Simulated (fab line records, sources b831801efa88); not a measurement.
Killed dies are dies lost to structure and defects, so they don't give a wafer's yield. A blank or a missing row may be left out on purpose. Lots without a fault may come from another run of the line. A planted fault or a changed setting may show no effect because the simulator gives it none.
Which tool did it? | flow gf180mcu | 8 lots, 24 wafers sampled, at 3 steps of a route of 602

WHAT THE GAUGES READ, wafer by wafer
GF_PSD_RS_MEAS_14: measures by four-point-probe.
lot  | measured     | on            | NSD_RS (ohm/sq)
L251 | day 14 15:14 | film_metro-01 | 46.07 45.96 45.96
L253 | day 15 07:45 | film_metro-04 | 45.99 46.16 46.25
L256 | day 16 09:41 | film_metro-01 | 46.29 46.31 46.28
L258 | day 17 01:29 | film_metro-04 | 46.17 46.34 46.18
L260 | day 17 18:49 | film_metro-01 | 46.25 46.10 46.19
L262 | day 18 10:08 | film_metro-02 | 46.17 46.02 46.14
L264 | day 19 18:17 | film_metro-01 | - - -
L266 | day 20 01:03 | film_metro-04 | - - -

WHICH TOOL RAN EACH LOT (tool, then ch and the chambers of the sampled wafers, then the start)
lot  | GF_NSD_IMPLANT_09               | GF_NSD_STRIP_11
L251 | implanter-02 ch 0, day 13 18:20 | plasma_asher-02 ch 0,1, day 13 18:38
L253 | implanter-02 ch 0, day 14 10:01 | plasma_asher-02 ch 0,1, day 14 10:17
L256 | implanter-02 ch 0, day 15 10:56 | plasma_asher-01 ch 0,1, day 15 11:13
L258 | implanter-01 ch 0, day 16 01:55 | plasma_asher-02 ch 0,1, day 16 02:13
L260 | implanter-01 ch 0, day 16 19:23 | plasma_asher-01 ch 0,1, day 16 19:41
L262 | implanter-02 ch 0, day 17 10:01 | plasma_asher-02 ch 0,1, day 17 10:19
L264 | implanter-03 ch 0, day 18 17:07 | plasma_asher-02 ch 0,1, day 18 17:24
L266 | implanter-03 ch 0, day 18 23:53 | plasma_asher-02 ch 0,1, day 19 00:11
- GF_NSD_IMPLANT_09
- GF_NSD_STRIP_11: strips in O2/N2.

THE ANSWER, worked out from the rows above alone
Rule: what is usual is taken from the lots themselves. Put in order of their means at a reading, lots are off if they are a third of the lots or fewer, leave a main group of 4 or more, and stand apart from it by a gap of 3 or more times the standard deviation of the main group's means; of several such gaps the widest counts. A main group whose means are all the same, to the digits that the tables above print for the reading, isn't used. A lot without any number at a reading at which 4 lots or more have one is off too. The other lots that the step has rows for count as sound.
Off: L264, L266, at GF_PSD_RS_MEAS_14 (NSD_RS). Without a number there: L264, L266. The main group: mean 46.16 ohm/sq, standard deviation 0.094.
A tool fits if, at a process step before that reading, it ran every lot that is off, and no sound lot after the first of them. The gauges at GF_PSD_RS_MEAS_14 are tried like those tools. Can't be told from this: 2 tools fit, implanter-03 at GF_NSD_IMPLANT_09, plasma_asher-02 at GF_NSD_STRIP_11.

WHAT THE SIMULATOR HAD PUT IN
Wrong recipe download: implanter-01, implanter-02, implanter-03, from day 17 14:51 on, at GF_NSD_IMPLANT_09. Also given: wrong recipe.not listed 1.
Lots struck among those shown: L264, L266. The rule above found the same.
